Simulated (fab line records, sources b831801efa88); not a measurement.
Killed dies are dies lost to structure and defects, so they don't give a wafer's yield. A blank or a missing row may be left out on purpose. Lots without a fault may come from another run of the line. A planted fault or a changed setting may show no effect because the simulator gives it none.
Split-lot experiment | flow sky130 | 5 lots, 23 wafers read, on a route of 708 steps

THE SPLIT
At SKY_VIA2_CVD_21 (deposits W, target thk 420 nm, time 126.4 s), the setting pressure_torr was moved away from the recipe's 40 Torr on 20 of the 23 wafers read, by -13.0% to +7.1%. The other wafers ran this setting at the recipe's value.

FROM THE SPLIT TO THE READING: what the file shows between them, 1 step
- SKY_VIA2_RS_MEAS_22: measures by four-point-probe

THE READING
VIA2_W_THK, in nm, at SKY_VIA2_THK_MEAS_23 (measures by xrf). Fault-free wafers of this fab line usually give 446 nm, standard deviation 9.2 nm.

wafer  | tool, chamber at the split | pressure_torr as run, Torr | against the recipe | VIA2_W_THK, nm | against lot-mates on the recipe
L074.1 | cvd_w-01, 0                | 42.84                      | +7.1%              | 454            | no lot-mate on the recipe
L074.2 | cvd_w-01, 1                | 42.84                      | +7.1%              | 474            | no lot-mate on the recipe
L074.3 | cvd_w-01, 1                | 42.84                      | +7.1%              | 476            | no lot-mate on the recipe
L074.4 | cvd_w-01, 0                | 42.84                      | +7.1%              | 455            | no lot-mate on the recipe
L074.5 | cvd_w-01, 1                | 42.84                      | +7.1%              | 475            | no lot-mate on the recipe
L075.1 | cvd_w-02, 1                | 41.73                      | +4.3%              | 453            | no lot-mate on the recipe
L075.2 | cvd_w-02, 0                | 41.73                      | +4.3%              | 454            | no lot-mate on the recipe
L075.3 | cvd_w-02, 1                | 41.73                      | +4.3%              | 453            | no lot-mate on the recipe
L075.4 | cvd_w-02, 0                | 41.73                      | +4.3%              | 449            | no lot-mate on the recipe
L075.5 | cvd_w-02, 0                | 41.73                      | +4.3%              | 455            | no lot-mate on the recipe
L077.1 | cvd_w-02, 1                | 34.8                       | -13.0%             | 417            | no lot-mate on the recipe
L077.2 | cvd_w-02, 1                | 34.8                       | -13.0%             | 410            | no lot-mate on the recipe
L077.3 | cvd_w-02, 1                | 34.8                       | -13.0%             | 416            | no lot-mate on the recipe
L077.5 | cvd_w-02, 1                | 34.8                       | -13.0%             | 415            | no lot-mate on the recipe
L077.6 | cvd_w-02, 1                | 34.8                       | -13.0%             | 418            | no lot-mate on the recipe
L078.3 | cvd_w-02, 1                | 40                         | recipe             | 449            | -
L078.4 | cvd_w-02, 1                | 40                         | recipe             | 448            | -
L078.5 | cvd_w-02, 1                | 40                         | recipe             | 453            | -
L080.1 | cvd_w-02, 0                | 36.29                      | -9.3%              | 418            | no lot-mate on the recipe
L080.2 | cvd_w-02, 1                | 36.29                      | -9.3%              | 422            | no lot-mate on the recipe
L080.3 | cvd_w-02, 0                | 36.29                      | -9.3%              | 426            | no lot-mate on the recipe
L080.4 | cvd_w-02, 1                | 36.29                      | -9.3%              | 425            | no lot-mate on the recipe
L080.5 | cvd_w-02, 0                | 36.29                      | -9.3%              | 423            | no lot-mate on the recipe

THE FIT
A straight line over all 23 wafers: VIA2_W_THK changes by +2.47 nm for each +1% of pressure_torr; r = +0.96; the points scatter about the line by 6.2 nm.
Too few moved wafers have a lot-mate on the recipe to fit a line with each lot's own level taken away.

THE WHOLE CHAIN: every reading that the file lists as answering this split, in the file's order
step                 | what it does                                | reading                                                                  | change (the file's fit)              | r (the file's)
SKY_VIA2_CVD_21      | deposits W, target thk 420 nm, time 126.4 s | W_of_VIA2_CVD_21.thk_nm (the simulator's own value, which no gauge read) | +2.2 nm for each +1% of the setting  | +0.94
SKY_VIA2_RS_MEAS_22  | measures by four-point-probe                | VIA2_W_RS                                                                | -0.00143 for each +1% of the setting | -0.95
SKY_VIA2_THK_MEAS_23 | measures by xrf                             | VIA2_W_THK                                                               | +2.47 for each +1% of the setting    | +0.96

THE FILE'S OWN FIT
VIA2_W_THK changes by +2.47 nm for each +1% of pressure_torr, r = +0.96.
